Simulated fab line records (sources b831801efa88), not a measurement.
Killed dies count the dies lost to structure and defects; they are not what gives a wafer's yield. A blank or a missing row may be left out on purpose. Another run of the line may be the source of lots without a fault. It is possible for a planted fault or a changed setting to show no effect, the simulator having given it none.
A lot that was struck, set against a sound lot + flow sky130 + 15 out of 708 route steps
Sound: these wafers, L553.2, L553.5, L553.6. Struck: wafers L557.2, L557.4, L557.6. Last of all comes the cause.
Order at every step that has rows: each side's tool, ch and its chambers, its first start. Under that, the readings that differ: sound wafers + struck wafers + difference of the means + sigmas: that difference in standard deviations of wafers without a fault.
alike: same words and numbers on both sides, and readings whose means sit less than 2 such deviations apart. not compared: any withheld reading, any reading some wafer has no value for, any bound like >300 that may hide the same value, and any number with overlapping values for which the record gives no deviation.
Wherever a step has rows on one side only, a row that says differs or no value, or a row with sigmas, the two part there. Numbers that have no deviation but don't overlap get no sigmas and don't part them. A reading that every wafer of one side lacks parts them only if that side has two wafers or more.

first, 3 steps without rows for these wafers: SKY_METAL4_CLEAN_21 (cleans in IPA, time 180 s); SKY_METAL4_CLEAN_22 (cleans in O3/DIW); SKY_VIA4_HDPCVD_00 (deposits SiO2, target thk 1750 nm, time 291.7 s).
SKY_VIA4_THK_MEAS_01:
  sound on film-metro-01, day 45 19:06; struck on film-metro-03, day 46 20:05
  alike: VIA4_HDPCVD_THK
SKY_VIA4_CMP_02: polishes SiO2.
  sound on cmp-02 ch 2,3, day 45 19:12; struck on cmp-02 ch 0,2,3, day 46 21:32
  alike: motor-current-A
SKY_VIA4_BOW_MEAS_03:
  sound on film-metro-01, day 45 19:28; struck on film-metro-04, day 46 21:49
  alike: VIA4_BOW
then, 6 steps without rows for these wafers: SKY_VIA4_DEHYDRATE_04 (time 60 s); SKY_VIA4_HMDS_05 (prime time 60 s); SKY_VIA4_COAT_06 (resist thk 1140 nm); SKY_VIA4_SOFTBAKE_07 (time 60 s); SKY_VIA4_EXPOSE_08 (exposes mask VIM4, target cd 800 nm); SKY_VIA4_PEB_09.
SKY_VIA4_DEVELOP_10: develop time 60 s.
  sound on litho-track-03 ch 0, day 46 15:42; struck on litho-track-03 ch 0, day 47 17:48
| reading              | sound             | struck            | difference | sigmas |
|----------------------|-------------------|-------------------|------------|--------|
| developer-temp-C (C) | 22.99 22.82 22.86 | 22.08 22.17 22.02 | -0.80      | -8     |
SKY_VIA4_OVL_MEAS_11:
  sound on overlay-02, day 46 15:50; struck on overlay-01, day 47 17:56
  alike: VIA4_OVL
-- the record jumps here: 2 days lie between the struck wafers' starts before and after (it left off in module VIA4 and takes up again in module PAD_OPEN, whose first step shown is number 708 of the route) --
SKY_PAD_OPEN_PROBE_99:
  sound on prober-02, day 49 07:05; struck on prober-01, day 50 05:26
| reading     | sound    | struck   | difference | sigmas |
|-------------|----------|----------|------------|--------|
| killed-open | 45 47 49 | 65 54 58 | +12        | +2     |
  alike: defect-limited-yield, killed_at_M0_to_M3, killed_at_M4_up, killed-at-contacts, killed-at-front-end, killed-at-other, killed-dies, killed-on-rim, killed-short, sort_bin_3_pad_short, sort_bin_5_function, sort_bin_6_memory, sort-n-pass, sort-yield-pct

## WHERE THEY PART
Last at SKY_PAD_OPEN_PROBE_99 as far as this record goes, first at SKY_VIA4_DEVELOP_10.

WHY: whatever the simulator had introduced
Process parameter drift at SKY_VIA4_DEVELOP_10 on litho-track-03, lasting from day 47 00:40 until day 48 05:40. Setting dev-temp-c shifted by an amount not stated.
